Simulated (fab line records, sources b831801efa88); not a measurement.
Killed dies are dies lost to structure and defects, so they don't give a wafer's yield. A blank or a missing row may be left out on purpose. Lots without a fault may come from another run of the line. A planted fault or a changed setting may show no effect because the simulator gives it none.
fab line records | flow gf180mcu
record lots=5 wafers=15 last_day=34
route steps=602 shown VT_IMPLANT@112 MVSD@136 NWELL@137 LVPWELL@138 MVPSD@139 DUAL_GATE@141
lots that met no fault: from a run of the same line without faults
start_h: hours from the record's first day to the start of the lot's first wafer shown | wait_h: hours since the lot's step before | " the same as in the row above | L1.1+2: a row that stands for several wafers | - no value, or no start given | * or withheld: withheld | < > ~ a bound
route shown NAME@n: a module of which the file shows steps, and the number in the route of the first | usual: mean/standard deviation of fault-free wafers | same: alike in all rows | chamber/n: place in a boat | sites: the reading at each site | _std_site: their standard deviation | _edge_site: outer sites' mean less inner sites' | radius_mm: how far each site lies from the wafer's centre | mask NAME#n: copy n | behind: the tool/chamber that last shaped the wafer | hold: why the lot was held/for how many hours/how that ended | device: the transistor (n, p or np) that didn't switch | end of line: the same wafers' tests at the end of the route | a step without rows: its recipe alone | killed: dies lost to structure and defects at the first sort, not the wafer's yield | map: a wafer's dies, x killed, . not, _ none there
set.NAME: the setting as run; set.NAME@STEP: as run at that earlier step | model.NAME: the simulator's own value behind a step, which no gauge read
lots at some steps of the route; a table a step, a row a wafer
services: from which hour (start_h, from the record's first day; less than 0 if before it) a tool's chamber was out of use, for how many hours, and why
## steps
# step GF_VT_IMPLANT_DEHYDRATE_22
# recipe temp_c=200 time_s=60
# columns lot.wafer tool chamber start_h wait_h
L079.1+2+4 litho_track-04 0 164.03 7.3
L085.2+4+5 litho_track-04 0 204.65 7.9
L093.3+4+5 litho_track-04 0 255.58 8.4
L094.4+5+6 litho_track-01 0 261.65 9.2
L097.2+5+6 litho_track-01 0 281.70 8.9
# step GF_VT_IMPLANT_HMDS_23
# recipe prime_time_s=60 prime_temp_c=120
# columns lot.wafer tool chamber start_h wait_h
L079.1+2+4 litho_track-04 0 164.18 0.1
L085.2+4+5 litho_track-04 0 204.80 0.1
L093.3+4+5 litho_track-04 0 255.73 0.1
L094.4+5+6 litho_track-01 0 261.80 0.1
L097.2+5+6 litho_track-01 0 281.85 0.1
# step GF_VT_IMPLANT_COAT_24
# recipe resist=NOVOLAK spin_rpm=3000 resist_thk_nm=1000
# columns lot.wafer tool chamber start_h wait_h
L079.1+2+4 litho_track-04 0 164.33 0.1
L085.2+4+5 litho_track-04 0 204.95 0.1
L093.3+4+5 litho_track-04 0 255.88 0.1
L094.4+5+6 litho_track-01 0 261.95 0.1
L097.2+5+6 litho_track-01 0 282.00 0.1
# step GF_VT_IMPLANT_SOFTBAKE_25
# recipe temp_c=90 time_s=60 resist=NOVOLAK
# columns lot.wafer tool chamber start_h wait_h
L079.1+2+4 litho_track-04 0 164.48 0.1
L085.2+4+5 litho_track-04 0 205.10 0.1
L093.3+4+5 litho_track-04 0 256.03 0.1
L094.4+5+6 litho_track-01 0 262.10 0.1
L097.2+5+6 litho_track-01 0 282.15 0.1
# step GF_VT_IMPLANT_EXPOSE_26
# recipe mask_id=LVPWELL_HV_AREA target_cd_nm=860 na=0.6 source_shape=conventional sigma_outer=0.6 dose_mj=140
# columns lot.wafer tool chamber start_h wait_h mask
L079.1+2+4 iline_stepper-02 0 - - LVPWELL_HV_AREA#0
L085.2+4+5 iline_stepper-02 0 - - LVPWELL_HV_AREA#0
L093.3+4+5 iline_stepper-01 0 - - LVPWELL_HV_AREA#0
L094.4+5+6 iline_stepper-01 0 - - LVPWELL_HV_AREA#0
L097.2+5+6 iline_stepper-02 0 - - LVPWELL_HV_AREA#0
# step GF_VT_IMPLANT_PEB_27
# recipe temp_c=withheld time_s=* resist=NOVOLAK
# columns lot.wafer tool chamber start_h wait_h
L079.1+2+4 litho_track-02 0 - -
L085.2+4+5 litho_track-02 0 - -
L093.3+4+5 litho_track-01 0 - -
L094.4+5+6 litho_track-02 0 - -
L097.2+5+6 litho_track-01 0 - -
# step GF_VT_IMPLANT_DEVELOP_28
# recipe develop_time_s=60 dev_temp_c=23
# columns lot.wafer tool chamber start_h wait_h
L079.1+2+4 litho_track-02 0 172.33 0.1
L085.2+4+5 litho_track-02 0 213.70 0.1
L093.3+4+5 litho_track-01 0 265.73 0.1
L094.4+5+6 litho_track-02 0 271.80 0.1
L097.2+5+6 litho_track-01 0 291.05 0.1
# step GF_VT_IMPLANT_OVL_MEAS_29
# usual VT_IMPLANT_02_OVL=0.2/1.1
# columns lot.wafer tool chamber start_h wait_h VT_IMPLANT_02_OVL[nm]
L079.1 overlay-02 - 172.48 0.1 -1.7
L079.2 " - " " -1.6
L079.4 " - " " -0.4
L085.2 overlay-02 - 213.83 0.1 -0.7
L085.4 " - " " 0.3
L085.5 " - " " -0.7
L093.3 overlay-02 - 265.84 0.1 0.8
L093.4 " - " " 1.0
L093.5 " - " " 0.0
L094.4 overlay-01 - 271.89 0.1 0.4
L094.5 " - " " 1.6
L094.6 " - " " 2.5
L097.2 overlay-02 - 291.18 0.1 0.6
L097.5 " - " " 1.6
L097.6 " - " " 0.3
# step GF_VT_IMPLANT_IMPLANT_30
# recipe species=B energy_kev=25 dose_cm2=2.405e+12 tilt_deg=7
# columns lot.wafer tool chamber start_h wait_h
L079.1+2+4 implanter-03 0 172.51 0.0
L085.2+4+5 implanter-04 0 213.89 0.0
L093.3+4+5 implanter-04 0 265.91 0.1
L094.4+5+6 implanter-03 0 271.98 0.1
L097.2+5+6 implanter-01 0 291.24 0.0
# step GF_VT_IMPLANT_STRIP_31
# recipe chemistry=O2/N2 power_w=1400 pressure_mtorr=1500 platen_temp_c=250 o2_flow_sccm=3000 n2_flow_sccm=300 overash_fraction=0.5
# usual drypump_motor_current_A=6.2/0.43 heater_power_w=337/14 oes_product_au=0.716/0.0043 platen_temp_c=249.99/0.16 strip_time_to_endpoint_s=12.63/0.033
# columns lot.wafer tool chamber start_h wait_h drypump_motor_current_A heater_power_w oes_product_au platen_temp_c rf_hours_counter_h strip_time_to_endpoint_s
L079.1 plasma_asher-01 1 172.66 0.1 6.2 339 0.717 250.13 6 12.65
L079.2 " 0 " " 6.6 335 0.720 250.13 6 12.65
L079.4 " 1 " " 6.2 339 0.712 250.21 - 12.67
L085.2 plasma_asher-03 1 214.01 0.1 5.5 321 0.716 250.04 45 12.65
L085.4 " 0 " " 5.5 312 0.715 250.11 - 12.64
L085.5 " 0 " " 5.5 315 0.713 249.99 - 12.64
L093.3 plasma_asher-04 1 266.04 0.1 6.6 348 0.721 249.87 - 12.62
L093.4 " 0 " " 6.3 338 0.717 249.69 - 12.61
L093.5 " 1 " " 6.6 357 0.715 250.17 - 12.63
L094.4 plasma_asher-01 1 272.09 0.1 6.2 345 0.711 250.09 - 12.60
L094.5 " 1 " " 6.2 345 0.714 249.98 - 12.60
L094.6 " 0 " " 6.6 333 0.714 250.02 - 12.61
L097.2 plasma_asher-04 0 291.36 0.1 6.3 343 0.720 249.91 58 12.65
L097.5 " 1 " " 6.6 352 0.718 250.21 - 12.64
L097.6 " 0 " " 6.3 346 0.719 250.08 - 12.65
# step GF_VT_IMPLANT_TW_MEAS_32
# usual VT_IMPLANT_3_TW=264.2/2.3
# columns lot.wafer tool chamber start_h wait_h VT_IMPLANT_3_TW
L079.1 film_metro-02 - 172.76 0.1 265.9
L079.2 " - " " 265.3
L079.4 " - " " 264.9
L085.2 film_metro-03 - 214.12 0.1 267.1
L085.4 " - " " 267.2
L085.5 " - " " 268.1
L093.3 film_metro-04 - 266.13 0.1 262.9
L093.4 " - " " 263.8
L093.5 " - " " 264.0
L094.4 film_metro-02 - 272.19 0.1 266.2
L094.5 " - " " 264.2
L094.6 " - " " 265.2
L097.2 film_metro-02 - 291.47 0.1 264.2
L097.5 " - " " 263.7
L097.6 " - " " 262.4
# step GF_VT_IMPLANT_DEHYDRATE_33
# recipe temp_c=200 time_s=60
# columns lot.wafer tool chamber start_h wait_h
L079.1+2+4 litho_track-01 0 180.38 7.6
L085.2+4+5 litho_track-02 0 222.50 8.4
L093.3+4+5 litho_track-04 0 275.08 8.9
L094.4+5+6 litho_track-04 0 280.95 8.8
L097.2+5+6 litho_track-02 0 300.45 9.0
# step GF_VT_IMPLANT_HMDS_34
# recipe prime_time_s=60 prime_temp_c=120
# columns lot.wafer tool chamber start_h wait_h
L079.1+2+4 litho_track-01 0 180.53 0.1
L085.2+4+5 litho_track-02 0 222.65 0.1
L093.3+4+5 litho_track-04 0 275.23 0.1
L094.4+5+6 litho_track-04 0 281.10 0.1
L097.2+5+6 litho_track-02 0 300.60 0.1
# step GF_VT_IMPLANT_COAT_35
# recipe resist=NOVOLAK spin_rpm=3000 resist_thk_nm=1000
# columns lot.wafer tool chamber start_h wait_h
L079.1+2+4 litho_track-01 0 180.68 0.1
L085.2+4+5 litho_track-02 0 222.80 0.1
L093.3+4+5 litho_track-04 0 275.38 0.1
L094.4+5+6 litho_track-04 0 281.25 0.1
L097.2+5+6 litho_track-02 0 300.75 0.1
# step GF_VT_IMPLANT_SOFTBAKE_36
# recipe temp_c=90 time_s=60 resist=NOVOLAK
# columns lot.wafer tool chamber start_h wait_h
L079.1+2+4 litho_track-01 0 180.83 0.1
L085.2+4+5 litho_track-02 0 222.95 0.1
L093.3+4+5 litho_track-04 0 275.53 0.1
L094.4+5+6 litho_track-04 0 281.40 0.1
L097.2+5+6 litho_track-02 0 300.90 0.1
# step GF_VT_IMPLANT_EXPOSE_37
# recipe mask_id=Nwell_HV_AREA target_cd_nm=860 na=0.6 source_shape=conventional sigma_outer=0.6 dose_mj=140
# columns lot.wafer tool chamber start_h wait_h mask
L079.1+2+4 iline_stepper-01 0 - - Nwell_HV_AREA#0
L085.2+4+5 iline_stepper-02 0 - - Nwell_HV_AREA#0
L093.3+4+5 iline_stepper-02 0 - - Nwell_HV_AREA#0
L094.4+5+6 iline_stepper-01 0 - - Nwell_HV_AREA#0
L097.2+5+6 iline_stepper-01 0 - - Nwell_HV_AREA#0
# step GF_VT_IMPLANT_PEB_38
# recipe temp_c=withheld time_s=* resist=NOVOLAK
# columns lot.wafer tool chamber start_h wait_h
L079.1+2+4 litho_track-02 0 - -
L085.2+4+5 litho_track-01 0 - -
L093.3+4+5 litho_track-04 0 - -
L094.4+5+6 litho_track-01 0 - -
L097.2+5+6 litho_track-01 0 - -
# step GF_VT_IMPLANT_DEVELOP_39
# recipe develop_time_s=60 dev_temp_c=23
# columns lot.wafer tool chamber start_h wait_h
L079.1+2+4 litho_track-02 0 189.23 0.1
L085.2+4+5 litho_track-01 0 231.80 0.1
L093.3+4+5 litho_track-04 0 288.03 0.1
L094.4+5+6 litho_track-01 0 290.80 0.1
L097.2+5+6 litho_track-01 0 311.10 0.1
# step GF_VT_IMPLANT_OVL_MEAS_40
# usual VT_IMPLANT_03_OVL=-0.1/1.4
# columns lot.wafer tool chamber start_h wait_h VT_IMPLANT_03_OVL[nm]
L079.1 overlay-02 - 189.38 0.1 -3.0
L079.2 " - " " -2.3
L079.4 " - " " -0.6
L085.2 overlay-01 - 231.93 0.1 0.3
L085.4 " - " " 1.8
L085.5 " - " " 1.7
L093.3 overlay-01 - 288.14 0.1 -0.7
L093.4 " - " " -2.3
L093.5 " - " " -1.3
L094.4 overlay-02 - 290.89 0.1 -0.1
L094.5 " - " " 1.4
L094.6 " - " " 2.1
L097.2 overlay-01 - 311.23 0.1 -2.9
L097.5 " - " " -3.2
L097.6 " - " " -2.1
# step GF_VT_IMPLANT_IMPLANT_41
# recipe species=As energy_kev=70 dose_cm2=1.013e+12 tilt_deg=7
# columns lot.wafer tool chamber start_h wait_h
L079.1+2+4 implanter-01 0 189.41 0.0
L085.2+4+5 implanter-04 0 231.99 0.0
L093.3+4+5 implanter-03 0 288.27 0.1
L094.4+5+6 implanter-03 0 290.99 0.1
L097.2+5+6 implanter-01 0 311.29 0.0
# step GF_VT_IMPLANT_STRIP_42
# recipe chemistry=O2/N2 power_w=1400 pressure_mtorr=1500 platen_temp_c=250 o2_flow_sccm=3000 n2_flow_sccm=300 overash_fraction=0.5
# usual drypump_motor_current_A=6.2/0.43 heater_power_w=337/13 oes_product_au=0.715/0.0042 platen_temp_c=249.98/0.18 strip_time_to_endpoint_s=12.62/0.032
# columns lot.wafer tool chamber start_h wait_h drypump_motor_current_A heater_power_w oes_product_au platen_temp_c rf_hours_counter_h strip_time_to_endpoint_s
L079.1 plasma_asher-03 0 189.56 0.1 5.5 315 0.717 250.19 43 12.60
L079.2 " 1 " " 5.5 312 0.711 249.92 43 12.59
L079.4 " 0 " " 5.5 313 0.707 250.12 - 12.56
L085.2 plasma_asher-04 1 232.11 0.1 6.6 351 0.720 250.00 52 12.54
L085.4 " 0 " " 6.3 353 0.720 249.99 - 12.57
L085.5 " 0 " " 6.3 344 0.720 250.33 - 12.60
L093.3 plasma_asher-04 1 288.41 0.1 6.6 350 0.715 249.76 - 12.64
L093.4 " 0 " " 6.3 351 0.715 249.99 - 12.61
L093.5 " 1 " " 6.6 346 0.715 249.58 - 12.66
L094.4 plasma_asher-01 0 291.09 0.1 6.6 330 0.716 249.56 - 12.57
L094.5 " 1 " " 6.2 340 0.712 249.99 - 12.64
L094.6 " 0 " " 6.6 333 0.729 250.02 - 12.60
L097.2 plasma_asher-03 1 311.41 0.1 5.5 326 0.726 250.06 56 12.61
L097.5 " 0 " " 5.5 318 0.715 250.03 - 12.56
L097.6 " 1 " " 5.5 325 0.709 250.29 - 12.61
# step GF_VT_IMPLANT_TW_MEAS_43
# usual VT_IMPLANT_4_TW=689/4.9
# columns lot.wafer tool chamber start_h wait_h VT_IMPLANT_4_TW
L079.1 film_metro-03 - 189.66 0.1 692
L079.2 " - " " 692
L079.4 " - " " 693
L085.2 film_metro-02 - 232.22 0.1 692
L085.4 " - " " 694
L085.5 " - " " 694
L093.3 film_metro-04 - 288.49 0.1 680
L093.4 " - " " 680
L093.5 " - " " 680
L094.4 film_metro-02 - 291.19 0.1 688
L094.5 " - " " 688
L094.6 " - " " 690
L097.2 film_metro-02 - 311.52 0.1 687
L097.5 " - " " 691
L097.6 " - " " 686
# step GF_VT_IMPLANT_CLEAN_44
# recipe chemistry=SC1/SC2 mix=1:4:20 temp_c=70 time_s=150 dry=n2_spin
# columns lot.wafer tool chamber start_h wait_h
L079.1+2+4 wet_bench-01 0 189.72 0.1
L085.2+4+5 wet_bench-02 2 232.27 0.0
L093.3+4+5 wet_bench-02 0 288.53 0.0
L094.4+5+6 wet_bench-03 1 291.22 0.0
L097.2+5+6 wet_bench-03 1 311.57 0.0
# step GF_VT_IMPLANT_RTA_45
# recipe temp_c=1050 time_s=30 ambient=N2
# usual anneal_temp_c_max=1053.6/0.82 lamp_power_pct=32/3.3 wafer_temp_C_max=1053.6/1.1
# columns lot.wafer tool chamber start_h wait_h anneal_temp_c_max lamp_power_pct wafer_temp_C_max
L079.1 rtp_anneal-01 0 189.77 0.0 1052.7 36 1053.2
L079.2 " 0 " " 1053.4 36 1054.7
L079.4 " 0 " " 1053.7 36 1054.8
L085.2 rtp_anneal-02 0 232.34 0.0 1053.6 29 1052.5
L085.4 " 0 " " 1054.2 29 1054.0
L085.5 " 0 " " 1053.7 29 1053.7
L093.3 rtp_anneal-01 0 288.62 0.0 1052.5 36 1053.5
L093.4 " 0 " " 1054.3 36 1055.4
L093.5 " 0 " " 1052.7 36 1054.4
L094.4 rtp_anneal-02 0 291.33 0.1 1053.3 29 1053.1
L094.5 " 0 " " 1054.1 29 1052.6
L094.6 " 0 " " 1054.7 29 1052.6
L097.2 rtp_anneal-02 0 311.64 0.0 1054.4 29 1052.2
L097.5 " 0 " " 1053.6 29 1052.4
L097.6 " 0 " " 1053.0 29 1053.5
# step GF_VT_IMPLANT_RS_MEAS_46
# recipe thk_meas_gauge=four-point-probe
# usual MVSD_RS=457.0/1.2
# columns lot.wafer tool chamber start_h wait_h MVSD_RS[ohm/sq]
L079.1 film_metro-04 - 189.87 0.1 458.6
L079.2 " - " " 457.4
L079.4 " - " " 459.0
L085.2 film_metro-03 - 232.45 0.1 456.3
L085.4 " - " " 456.3
L085.5 " - " " 457.2
L093.3 film_metro-04 - 288.73 0.1 458.8
L093.4 " - " " 459.3
L093.5 " - " " 458.8
L094.4 film_metro-01 - 291.44 0.1 456.4
L094.5 " - " " 455.3
L094.6 " - " " 457.3
L097.2 film_metro-04 - 311.74 0.1 458.0
L097.5 " - " " 455.2
L097.6 " - " " 456.1
# step GF_VT_IMPLANT_RS_MEAS_47
# recipe thk_meas_gauge=four-point-probe
# usual NWELL_RS=487.6/1.2
# columns lot.wafer tool chamber start_h wait_h NWELL_RS[ohm/sq]
L079.1 film_metro-04 - 189.99 0.1 487.8
L079.2 " - " " 487.9
L079.4 " - " " 487.8
L085.2 film_metro-03 - 232.57 0.1 489.8
L085.4 " - " " 490.2
L085.5 " - " " 489.0
L093.3 film_metro-04 - 288.85 0.1 488.1
L093.4 " - " " 488.0
L093.5 " - " " 487.4
L094.4 film_metro-01 - 291.56 0.1 486.1
L094.5 " - " " 486.4
L094.6 " - " " 484.7
L097.2 film_metro-04 - 311.86 0.1 489.1
L097.5 " - " " 487.3
L097.6 " - " " 489.0
# step GF_VT_IMPLANT_RS_MEAS_48
# recipe thk_meas_gauge=four-point-probe
# usual LVPWELL_RS=1197.0/2.9
# columns lot.wafer tool chamber start_h wait_h LVPWELL_RS[ohm/sq]
L079.1 film_metro-04 - 190.11 0.1 1198.6
L079.2 " - " " 1197.2
L079.4 " - " " 1196.0
L085.2 film_metro-03 - 232.69 0.1 1196.5
L085.4 " - " " 1198.0
L085.5 " - " " 1196.4
L093.3 film_metro-04 - 288.97 0.1 1193.0
L093.4 " - " " 1195.7
L093.5 " - " " 1196.9
L094.4 film_metro-01 - 291.68 0.1 1201.1
L094.5 " - " " 1198.0
L094.6 " - " " 1199.1
L097.2 film_metro-04 - 311.98 0.1 1194.1
L097.5 " - " " 1194.1
L097.6 " - " " 1194.6
# step GF_VT_IMPLANT_RS_MEAS_49
# recipe thk_meas_gauge=four-point-probe
# usual MVPSD_RS=1169.3/2.9
# columns lot.wafer tool chamber start_h wait_h MVPSD_RS[ohm/sq]
L079.1 film_metro-04 - 190.23 0.1 1164.1
L079.2 " - " " 1160.6
L079.4 " - " " 1169.7
L085.2 film_metro-03 - 232.81 0.1 1169.1
L085.4 " - " " 1171.0
L085.5 " - " " 1169.5
L093.3 film_metro-04 - 289.09 0.1 1167.7
L093.4 " - " " 1172.2
L093.5 " - " " 1171.6
L094.4 film_metro-01 - 291.80 0.1 1169.4
L094.5 " - " " 1170.7
L094.6 " - " " 1170.0
L097.2 film_metro-04 - 312.10 0.1 1167.2
L097.5 " - " " 1172.9
L097.6 " - " " 1168.3
# step GF_VT_IMPLANT_WET_ETCH_50
# recipe chemistry=dHF target_depth_nm=20 target=SiO2 temp_c=25 dilution=100:1 time_s=400
# columns lot.wafer tool chamber start_h wait_h
L079.1+2+4 wet_bench-01 2 190.35 0.1
L085.2+4+5 wet_bench-03 3 232.91 0.1
L093.3+4+5 wet_bench-01 3 289.17 0.1
L094.4+5+6 wet_bench-01 2 291.86 0.0
L097.2+5+6 wet_bench-03 2 312.20 0.1
# step GF_DUAL_GATE_CLEAN_00
# recipe chemistry=SC1/SC2 mix=1:4:20 temp_c=70 time_s=150
# columns lot.wafer tool chamber start_h wait_h
L079.1+2+4 wet_bench-02 3 190.47 0.0
L085.2+4+5 wet_bench-01 3 233.03 0.0
L093.3+4+5 wet_bench-02 2 289.30 0.0
L094.4+5+6 wet_bench-03 3 291.97 0.0
L097.2+5+6 wet_bench-01 1 312.32 0.0
# step GF_DUAL_GATE_CLEAN_01
# recipe chemistry=dHF time_s=20 dilution=100:1 dry=ipa_marangoni
# columns lot.wafer tool chamber start_h wait_h
L079.1+2+4 wet_bench-02 3 190.53 0.0
L085.2+4+5 wet_bench-02 3 233.08 0.0
L093.3+4+5 wet_bench-01 0 289.35 0.0
L094.4+5+6 wet_bench-02 0 292.03 0.0
L097.2+5+6 wet_bench-02 2 312.38 0.0
# step GF_DUAL_GATE_OXIDATION_02
# recipe temp_c=900 ambient=O2 stabilise_s=600 purge_s=300 target_thk_a=108.87 ox_time_s=1602
# usual tube_center_temp_C=900.00/0.094 zone_power_top_pct=33/4.4
# columns lot.wafer tool chamber start_h wait_h tube_center_temp_C zone_power_top_pct
L079.1 furnace-02 0 191.50 1.0 900.11 38
L079.2 " 0 " " 900.09 38
L079.4 " 0 " " 900.06 39
L085.2 furnace-01 0 234.41 1.3 900.10 29
L085.4 " 0 " " 899.84 29
L085.5 " 0 " " 899.94 29
L093.3 furnace-01 0 290.59 1.2 900.00 29
L093.4 " 0 " " 900.02 29
L093.5 " 0 " " 900.03 29
L094.4 furnace-02 0 293.73 1.7 899.91 38
L094.5 " 0 " " 900.18 38
L094.6 " 0 " " 900.00 39
L097.2 furnace-02 0 313.34 0.9 900.04 39
L097.5 " 0 " " 899.94 38
L097.6 " 0 " " 899.90 38
# step GF_DUAL_GATE_THK_MEAS_03
# recipe reads=SiO2_of_DUAL_GATE_OXIDATION_02
# usual DUAL_GATE_OXIDATION_00_THK=10.79/0.2
# columns lot.wafer tool chamber start_h wait_h DUAL_GATE_OXIDATION_00_THK[nm]
L079.1 film_metro-04 - 192.94 0.0 11.17
L079.2 " - " " 11.20
L079.4 " - " " 11.20
L085.2 film_metro-01 - 235.87 0.0 10.56
L085.4 " - " " 10.64
L085.5 " - " " 10.57
L093.3 film_metro-04 - 292.06 0.0 11.11
L093.4 " - " " 11.16
L093.5 " - " " 10.97
L094.4 film_metro-04 - 295.21 0.0 10.81
L094.5 " - " " 10.66
L094.6 " - " " 10.72
L097.2 film_metro-01 - 314.79 0.0 10.67
L097.5 " - " " 10.69
L097.6 " - " " 10.63
# step GF_DUAL_GATE_DEHYDRATE_04
# recipe temp_c=200 time_s=60
# columns lot.wafer tool chamber start_h wait_h
L079.1+2+4 litho_track-03 0 201.19 8.2
L085.2+4+5 litho_track-04 0 244.95 9.1
L093.3+4+5 litho_track-04 0 302.08 10.0
L094.4+5+6 litho_track-04 0 305.50 10.3
L097.2+5+6 litho_track-01 0 325.00 10.2
# step GF_DUAL_GATE_HMDS_05
# recipe prime_time_s=60 prime_temp_c=120
# columns lot.wafer tool chamber start_h wait_h
L079.1+2+4 litho_track-03 0 201.34 0.1
L085.2+4+5 litho_track-04 0 245.10 0.1
L093.3+4+5 litho_track-04 0 302.23 0.1
L094.4+5+6 litho_track-04 0 305.65 0.1
L097.2+5+6 litho_track-01 0 325.15 0.1
# step GF_DUAL_GATE_COAT_06
# recipe resist=NOVOLAK spin_rpm=3000 resist_thk_nm=1000
# columns lot.wafer tool chamber start_h wait_h
L079.1+2+4 litho_track-03 0 201.49 0.1
L085.2+4+5 litho_track-04 0 245.25 0.1
L093.3+4+5 litho_track-04 0 302.38 0.1
L094.4+5+6 litho_track-04 0 305.80 0.1
L097.2+5+6 litho_track-01 0 325.30 0.1
# step GF_DUAL_GATE_SOFTBAKE_07
# recipe temp_c=90 time_s=60 resist=NOVOLAK
# columns lot.wafer tool chamber start_h wait_h
L079.1+2+4 litho_track-03 0 201.64 0.1
L085.2+4+5 litho_track-04 0 245.40 0.1
L093.3+4+5 litho_track-04 0 302.53 0.1
L094.4+5+6 litho_track-04 0 305.95 0.1
L097.2+5+6 litho_track-01 0 325.45 0.1
# step GF_DUAL_GATE_EXPOSE_08
# recipe mask_id=Dualgate target_cd_nm=700 na=0.6 source_shape=conventional sigma_outer=0.6 dose_mj=140
# columns lot.wafer tool chamber start_h wait_h mask
L079.1+2+4 iline_stepper-01 0 - - Dualgate#0
L085.2+4+5 iline_stepper-02 0 - - Dualgate#0
L093.3+4+5 iline_stepper-01 0 - - Dualgate#0
L094.4+5+6 iline_stepper-01 0 - - Dualgate#0
L097.2+5+6 iline_stepper-01 0 - - Dualgate#0
# step GF_DUAL_GATE_PEB_09
# recipe temp_c=withheld time_s=* resist=NOVOLAK
# columns lot.wafer tool chamber start_h wait_h
L079.1+2+4 litho_track-01 0 - -
L085.2+4+5 litho_track-04 0 - -
L093.3+4+5 litho_track-04 0 - -
L094.4+5+6 litho_track-01 0 - -
L097.2+5+6 litho_track-03 0 - -
# step GF_DUAL_GATE_DEVELOP_10
# recipe develop_time_s=60 dev_temp_c=23
# columns lot.wafer tool chamber start_h wait_h
L079.1+2+4 litho_track-01 0 210.53 0.1
L085.2+4+5 litho_track-04 0 254.15 0.1
L093.3+4+5 litho_track-04 0 312.53 0.1
L094.4+5+6 litho_track-01 0 315.25 0.1
L097.2+5+6 litho_track-03 0 335.11 0.1
# step GF_DUAL_GATE_OVL_MEAS_11
# usual DUAL_GATE_OVL=-0.2/1.5
# columns lot.wafer tool chamber start_h wait_h DUAL_GATE_OVL[nm]
L079.1 overlay-01 - 210.68 0.1 -1.4
L079.2 " - " " -1.5
L079.4 " - " " -1.1
L085.2 overlay-01 - 254.28 0.1 0.0
L085.4 " - " " 0.4
L085.5 " - " " 0.3
L093.3 overlay-02 - 312.64 0.1 0.7
L093.4 " - " " -0.1
L093.5 " - " " -0.5
L094.4 overlay-01 - 315.34 0.1 -1.2
L094.5 " - " " -1.1
L094.6 " - " " -1.0
L097.2 overlay-02 - 335.24 0.1 0.9
L097.5 " - " " -1.1
L097.6 " - " " 0.1
# step GF_DUAL_GATE_WET_ETCH_12
# recipe chemistry=dHF target_depth_nm=13 dry=n2_spin target=SiO2 temp_c=25 dilution=100:1 time_s=260
# columns lot.wafer tool chamber start_h wait_h
L079.1+2+4 wet_bench-03 2 210.71 0.0
L085.2+4+5 wet_bench-02 3 254.31 0.0
L093.3+4+5 wet_bench-02 3 312.66 0.0
L094.4+5+6 wet_bench-03 2 315.36 0.0
L097.2+5+6 wet_bench-02 0 335.27 0.0
# step GF_DUAL_GATE_STRIP_13
# recipe chemistry=O2/N2 power_w=1400 pressure_mtorr=1500 platen_temp_c=250 o2_flow_sccm=3000 n2_flow_sccm=300 overash_fraction=0.5
# usual drypump_motor_current_A=6.2/0.37 heater_power_w=360/28 oes_product_au=0.716/0.0049 platen_temp_c=250.01/0.18 strip_time_to_endpoint_s=12.63/0.038
# columns lot.wafer tool chamber start_h wait_h drypump_motor_current_A heater_power_w oes_product_au platen_temp_c rf_hours_counter_h strip_time_to_endpoint_s
L079.1 plasma_asher-01 0 210.79 0.0 6.6 333 0.723 249.63 11 12.62
L079.2 " 1 " " 6.2 328 0.716 249.78 11 12.63
L079.4 " 0 " " 6.6 343 0.714 249.86 - 12.61
L085.2 plasma_asher-04 1 254.40 0.0 6.6 346 0.719 249.73 55 12.65
L085.4 " 1 " " 6.6 353 0.715 250.07 - 12.66
L085.5 " 1 " " 6.6 347 0.723 249.89 - 12.64
L093.3 plasma_asher-04 1 312.78 0.0 6.6 351 0.720 249.76 - 12.64
L093.4 " 0 " " 6.3 347 0.710 249.71 - 12.58
L093.5 " 0 " " 6.3 342 0.712 250.01 - 12.59
L094.4 plasma_asher-01 0 315.47 0.0 6.6 335 0.715 249.86 - 12.56
L094.5 " 1 " " 6.2 343 0.719 249.91 - 12.58
L094.6 " 0 " " 6.6 332 0.713 250.10 - 12.59
L097.2 plasma_asher-04 1 335.35 0.0 6.5 348 0.718 250.06 63 12.66
L097.5 " 0 " " 6.3 341 0.715 249.92 - 12.59
L097.6 " 1 " " 6.5 345 0.712 249.83 - 12.59
# step GF_DUAL_GATE_CLEAN_14
# recipe chemistry=SC1/SC2 mix=1:4:20 temp_c=70 time_s=150 dry=n2_spin
# columns lot.wafer tool chamber start_h wait_h
L079.1+2+4 wet_bench-02 2 210.89 0.1
L085.2+4+5 wet_bench-01 2 254.50 0.1
L093.3+4+5 wet_bench-03 2 312.84 0.0
L094.4+5+6 wet_bench-02 1 315.54 0.0
L097.2+5+6 wet_bench-01 3 335.45 0.1
# step GF_DUAL_GATE_OXIDATION_15
# recipe temp_c=850 ambient=O2 stabilise_s=600 purge_s=300 target_thk_a=70.98 ox_time_s=1943
# usual tube_center_temp_C=850/0.076 zone_power_top_pct=31/4.1
# columns lot.wafer tool chamber start_h wait_h tube_center_temp_C zone_power_top_pct
L079.1 furnace-01 0 211.73 0.8 850.1 27
L079.2 " 0 " " 850.01 26
L079.4 " 0 " " 850.02 26
L085.2 furnace-02 0 254.55 0.0 849.88 35
L085.4 " 0 " " 850.03 35
L085.5 " 0 " " 849.99 34
L093.3 furnace-02 0 316.03 3.1 849.86 34
L093.4 " 0 " " 850.15 35
L093.5 " 0 " " 850.16 35
L094.4 furnace-02 0 316.03 0.4 849.9 34
L094.5 " 0 " " 850 35
L094.6 " 0 " " 850 35
L097.2 furnace-01 0 336.34 0.8 850.02 27
L097.5 " 0 " " 850.1 26
L097.6 " 0 " " 849.99 27
## services
# columns tool chamber start_h hours kind
furnace-01 - 147.02 3.4 pm
furnace-02 - 151.14 3.2 pm
furnace-02 - 155.43 2.3 pm
wet_bench-01 - 176.82 1.8 repair
iline_stepper-02 - 185.42 2.5 repair
implanter-04 - 187.55 3.7 pm
plasma_asher-03 - 189.92 0.3 repair
plasma_asher-04 - 216.09 2.0 repair
rtp_anneal-01 - 219.31 4.2 pm
implanter-01 - 220.30 3.4 pm
furnace-01 - 220.84 2.8 pm
plasma_asher-03 - 257.08 0.8 repair
iline_stepper-02 - 268.72 9.1 repair
iline_stepper-01 - 283.23 1.7 pm
implanter-04 - 283.33 0.9 repair
iline_stepper-02 - 284.93 4.4 pm
implanter-01 - 314.71 4.8 pm
furnace-02 - 320.11 3.4 pm
implanter-01 - 321.92 1.0 repair
plasma_asher-01 - 326.38 4.5 repair
## key
fault none
